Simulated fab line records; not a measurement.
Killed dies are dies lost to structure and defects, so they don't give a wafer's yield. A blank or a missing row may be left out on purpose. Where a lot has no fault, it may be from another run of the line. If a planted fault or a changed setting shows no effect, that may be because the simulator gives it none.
Which tool is to blame? | flow gf180mcu | 12 lots with 36 wafers sampled at 5 steps, on a route of 602 steps

## WHAT THE GAUGES SHOWED, per wafer
GF_HV_LDD_TW_MEAS_23. Usual: HV_LDD_2_TW gives 1054 (standard deviation 7.6).
lot  | measured     | on           | HV_LDD_2_TW    | flag
L674 | day 11 15:29 | filmMetro-04 | 1052 1053 1054 | 
L677 | day 12 15:10 | filmMetro-01 | 1061 1063 1059 | 
L678 | day 12 21:25 | filmMetro-04 | 1056 1060 1057 | 
L681 | day 13 15:58 | filmMetro-04 | 1057 1058 1060 | 
L682 | day 14 00:07 | filmMetro-02 | 1050 1047 1048 | 
L683 | day 14 04:14 | filmMetro-04 | 1057 1066 1056 | 
L685 | day 14 17:14 | filmMetro-02 | 1051 1046 1048 | 
L686 | day 15 02:23 | filmMetro-02 | 1043 1048 1046 | 
L687 | day 15 15:58 | filmMetro-04 | 1061 1058 1056 | 
L689 | day 16 07:13 | filmMetro-04 | 1062 1067 1066 | 
L695 | day 18 05:28 | filmMetro-01 | 1059 1059 1060 | 
L696 | day 18 13:46 | filmMetro-02 | 1055 1046 1050 | 

GF_HV_LDD_TW_MEAS_38. Usual: HV_LDD_3_TW gives 1432 (standard deviation 9.7).
lot  | measured     | on           | HV_LDD_3_TW                   | flag
L674 | day 12 11:41 | filmMetro-01 | 1444 1442 1438                | 
L677 | day 13 12:25 | filmMetro-02 | 1430 1424 1430                | 
L678 | day 13 18:40 | filmMetro-02 | 1431 1430 1429                | 
L681 | day 14 13:55 | filmMetro-04 | 1441 1435 1439                | 
L682 | day 14 21:49 | filmMetro-01 | 1425 1427 1428                | 
L683 | day 15 02:52 | filmMetro-02 | 1422 1420 1425                | 
L685 | day 15 16:02 | filmMetro-04 | 1324 1324 1327 1325 1328 1327 | OFF
L686 | day 16 00:57 | filmMetro-01 | 1313 1318 1317 1312 1320 1313 | OFF
L687 | day 16 15:19 | filmMetro-01 | 1311 1319 1318 1321 1321 1312 | OFF
L689 | day 17 07:37 | filmMetro-04 | 1434 1438 1442                | 
L695 | day 19 07:19 | filmMetro-04 | 1439 1441 1440                | 
L696 | day 19 15:16 | filmMetro-02 | 1425 1417 1427                | 

GF_HV_LDD_OVL_MEAS_47. Usual: HV_LDD_03_OVL gives 0.0 nm (standard deviation 1.1).
lot  | measured     | on         | HV_LDD_03_OVL (nm) | flag
L674 | day 13 07:49 | overlay-01 | -0.1 0.3 -0.5      | 
L677 | day 14 09:26 | overlay-02 | 0.2 -0.5 -0.4      | 
L678 | day 14 16:04 | overlay-02 | 0.8 -2.5 -0.6      | 
L681 | day 15 11:24 | overlay-01 | 1.0 -0.4 -1.6      | 
L682 | day 15 19:38 | overlay-02 | 1.2 1.1 0.8        | 
L683 | day 16 01:15 | overlay-01 | 0.3 -2.1 0.1       | 
L685 | day 16 14:37 | overlay-02 | -2.3 -0.6 1.4      | 
L686 | day 17 00:11 | overlay-01 | 0.5 -0.1 1.8       | 
L687 | day 17 14:34 | overlay-01 | 0.2 0.2 0.2        | 
L689 | day 18 07:04 | overlay-02 | -1.5 -0.1 -1.5     | 
L695 | day 20 08:15 | overlay-02 | 1.7 -1.2 -1.3      | 
L696 | day 20 15:50 | overlay-02 | -1.1 1.0 -0.1      | 

GF_HV_LDD_RS_MEAS_53: the measuring method here is four-point-probe. Usual: HV_LDD_RS gives 419.0 ohm/sq (standard deviation 0.96).
lot  | measured     | on           | HV_LDD_RS (ohm/sq)                  | flag
L674 | day 13 08:17 | filmMetro-02 | 417.9 418.0 418.0                   | 
L677 | day 14 09:54 | filmMetro-02 | 419.7 418.8 420.7                   | 
L678 | day 14 16:32 | filmMetro-01 | 421.2 421.0 420.4                   | 
L681 | day 15 11:52 | filmMetro-04 | 419.4 419.9 419.0                   | 
L682 | day 15 20:06 | filmMetro-04 | 418.0 418.6 418.7                   | 
L683 | day 16 01:43 | filmMetro-04 | 417.6 418.2 418.8                   | 
L685 | day 16 15:36 | filmMetro-01 | 438.2 438.3 438.4 438.5 438.5 437.7 | OFF
L686 | day 17 00:40 | filmMetro-02 | 438.7 437.9 438.2 438.3 438.3 437.8 | OFF
L687 | day 17 15:06 | filmMetro-02 | 436.5 436.9 436.0 436.2 436.5 436.0 | OFF
L689 | day 18 07:36 | filmMetro-02 | 419.2 419.6 418.3                   | 
L695 | day 20 08:43 | filmMetro-01 | 418.6 419.4 419.3                   | 
L696 | day 20 16:23 | filmMetro-01 | 419.9 419.3 420.9                   | 

## EACH LOT AND THE TOOL THAT RAN IT (in order: tool; ch and the chambers of the sampled wafers; start)
lot  | GF_HV_LDD_IMPLANT_34
L674 | implanter-01 ch 0, day 12 11:09
L677 | implanter-04 ch 0, day 13 11:52
L678 | implanter-03 ch 0, day 13 18:08
L681 | implanter-03 ch 0, day 14 13:22
L682 | implanter-01 ch 0, day 14 21:16
L683 | implanter-01 ch 0, day 15 02:19
L685 | implanter-01 ch 0, day 15 15:27
L686 | implanter-01 ch 0, day 16 00:25
L687 | implanter-01 ch 0, day 16 14:47
L689 | implanter-04 ch 0, day 17 07:04
L695 | implanter-04 ch 0, day 19 06:46
L696 | implanter-03 ch 0, day 19 14:46
- GF_HV_LDD_IMPLANT_34

## WHAT THE TOOLS THEMSELVES READ (means of the sampled wafers that have a number; where no wafer has one, the mark that the record gives instead)
GF_HV_LDD_IMPLANT_34. Usual: doseIonsCm2 7.5e+12, standard deviation 8.7e+09; faradayCurrentUA 42.5, standard deviation 0.8; rotationDeg 89.998 degrees, standard deviation 0.027.
lot  | tool         | doseIonsCm2 | faradayCurrentUA | rotationDeg (degrees) | flag
L674 | implanter-01 | 7.5e+12     | 41.8             | 90.012                | 
L677 | implanter-04 | 7.5e+12     | 43.2             | 89.992                | 
L678 | implanter-03 | 7.5e+12     | 42.4             | 89.996                | 
L681 | implanter-03 | 7.5e+12     | 42.3             | 90.011                | 
L682 | implanter-01 | 7.5e+12     | 42.4             | 90.007                | 
L683 | implanter-01 | 7.5e+12     | 43.0             | 90.013                | 
L685 | implanter-01 | 7.6e+11     | 4.3              | 89.965                | OFF
L686 | implanter-01 | 7.5e+11     | 4.3              | 90.038                | OFF
L687 | implanter-01 | 7.5e+11     | 4.2              | 89.960                | OFF
L689 | implanter-04 | 7.5e+12     | 43.4             | 90.020                | 
L695 | implanter-04 | 7.5e+12     | 42.0             | 90.005                | 
L696 | implanter-03 | 7.5e+12     | 43.2             | 90.009                | 

## THE ANSWER, worked out from the rows above alone
Rule: a lot counts as off when the mean over its wafers that have a number is more than 3 standard deviations away from the usual mean. A lot without any number at a reading at which 4 lots or more have one is off too. All remaining lots with rows at the step are treated as sound. After the gauges, taken in route order, come the tools' own readings; for these a lot's mean is taken, as printed above. The first step at which some lot is off is used, and at that step the reading that is off furthest; a lot without a number counts as furthest.
Off: L685, L686, L687, at GF_HV_LDD_TW_MEAS_38 (HV_LDD_3_TW).
If a tool, at a process step before that reading, ran all the lots that are off and no sound lot after the first of them, it fits. Not tried: the gauges at GF_HV_LDD_TW_MEAS_38; whatever is off there is also off at GF_HV_LDD_IMPLANT_34, on other tools, and gauge error can't account for it. One candidate fits, namely implanter-01 at GF_HV_LDD_IMPLANT_34. A fault onset in the window from L683 (day 15 02:19, its last sound lot) to L685 (day 15 15:27, its first lot off) fits.
The tool's own readings at GF_HV_LDD_IMPLANT_34 bear it out: on the lots that are off they differ by more than 5 times the standard deviation of the sound lots' means. doseIonsCm2 reads 7.5e+11 there against 7.5e+12 on the sound lots; faradayCurrentUA reads 4.3 there against 42.6 on the sound lots.

## WHAT THE SIMULATOR HAD PUT IN
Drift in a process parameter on implanter-01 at GF_HV_LDD_IMPLANT_34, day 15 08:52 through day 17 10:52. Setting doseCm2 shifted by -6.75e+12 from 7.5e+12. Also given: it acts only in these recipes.
Shown lots that were struck: L685, L686, L687. The same result came from the rule above.
